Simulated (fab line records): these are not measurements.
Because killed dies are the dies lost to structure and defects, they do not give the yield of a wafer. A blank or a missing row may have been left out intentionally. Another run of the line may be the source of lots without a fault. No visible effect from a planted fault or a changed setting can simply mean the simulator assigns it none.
Problem report in the 8D (eight disciplines) form, filled by code / flow gf180mcu / the parts of the form that need people (team, actions taken, sign-off) are left out

1. WHAT WENT WRONG
CONTACT_CVD_02_THK at GF_CONTACT_THK_MEAS_03 reads a mean of 965 nm on 4 wafers of 3 lots; wafers without a fault read 861 nm with a standard deviation of 9.9. That puts it +11 standard deviations away from the usual mean.
Seen first at day 18 19:56 on film metro-03, wafer L204.1. The record holds 37 wafers of 13 lots with a number at this step. Rule for "out" (also "out of limits"): further than 4 standard deviations from the usual mean. Any other wafer with a number is counted as sound.

2. WHAT IT IS AND WHAT IT IS NOT
question=which readings at this step | is=CONTACT_CVD_02_THK | is not=-
question=which lots | is=L204, L205, L206 | is not=L194, L195, L196, L198, L199, L201, L203, L213, L214, L217
question=which wafers of those lots | is=L204.1, L205.1, L206.1, L206.6 | is not=L204.2, L204.5, L205.4
question=read on which gauges | is=film metro-01, film metro-02, film metro-03 | is not=-
question=when | is=from day 18 19:56 | is not=up to then (23 sound wafers); but 10 sound wafers of L205, L213, L214, L217 came after

3. SUSPECTS, AND WHAT RULES EACH OUT
Counting: if a tool at a process step up to the reading ran every lot that is out, it stays a suspect. Sound lots after the first of them don't rule it out here, since some wafers of a struck lot are sound.
- ruled out: the gauge at GF_CONTACT_THK_MEAS_03. The wafers that are out were read on 3 gauges (film metro-01, film metro-02, film metro-03).
- pecvd-04 at GF_CONTACT_CVD_02 (deposits SiO2 from TEOS, target thk 860 nm, time 95.992 s): kept. It processed each lot that is out (first: L204, day 18 19:52); up to then, its last sound lot is L203 (day 18 12:59).
The count leaves pecvd-04 at GF_CONTACT_CVD_02.

4. THE CAUSE (what the simulator had put in)
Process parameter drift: pecvd-04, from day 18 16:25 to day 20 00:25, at GF_CONTACT_CVD_02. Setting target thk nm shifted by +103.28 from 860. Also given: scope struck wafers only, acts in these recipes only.
After counting, this tool was the only one left.

5. THE CHAIN OF EFFECTS, in route order
Each row: a reading whose mean over the struck wafers that have a number lies more than 3 standard deviations from the usual. Only readings whose record carries a usual standard deviation are examined. hours: median over the lots of the time between each lot's start at the first step of this table that gives one and its start at this step. sigmas: the change, counted in usual standard deviations.
hours=0; step=GF_CONTACT_THK_MEAS_03; reading=CONTACT_CVD_02_THK; usual=861 nm; on struck wafers=965; change=+104; sigmas=+11
hours=0; step=GF_CONTACT_CMP_04; reading=time to endpoint s; usual=111 s; on struck wafers=149; change=+38; sigmas=+6.1
Its process steps:
- GF_CONTACT_CMP_04: polishes SiO2.

6. WHAT WOULD HAVE CAUGHT IT SOONER
Counted from the fault's start at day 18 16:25, it took 4 hours until the first out-of-limits reading at a measuring or inspecting step in this record, taken at day 18 19:56.
No tool reading at GF_CONTACT_CVD_02 that has a usual standard deviation in the record was out on any struck wafer, so an alarm limit of 4 standard deviations on those readings would not have fired.
Lots out: 3; of these, L205, L206 started GF_CONTACT_CVD_02 on pecvd-04 after day 18 19:56. A hold on the tool at that time would have spared those 2.
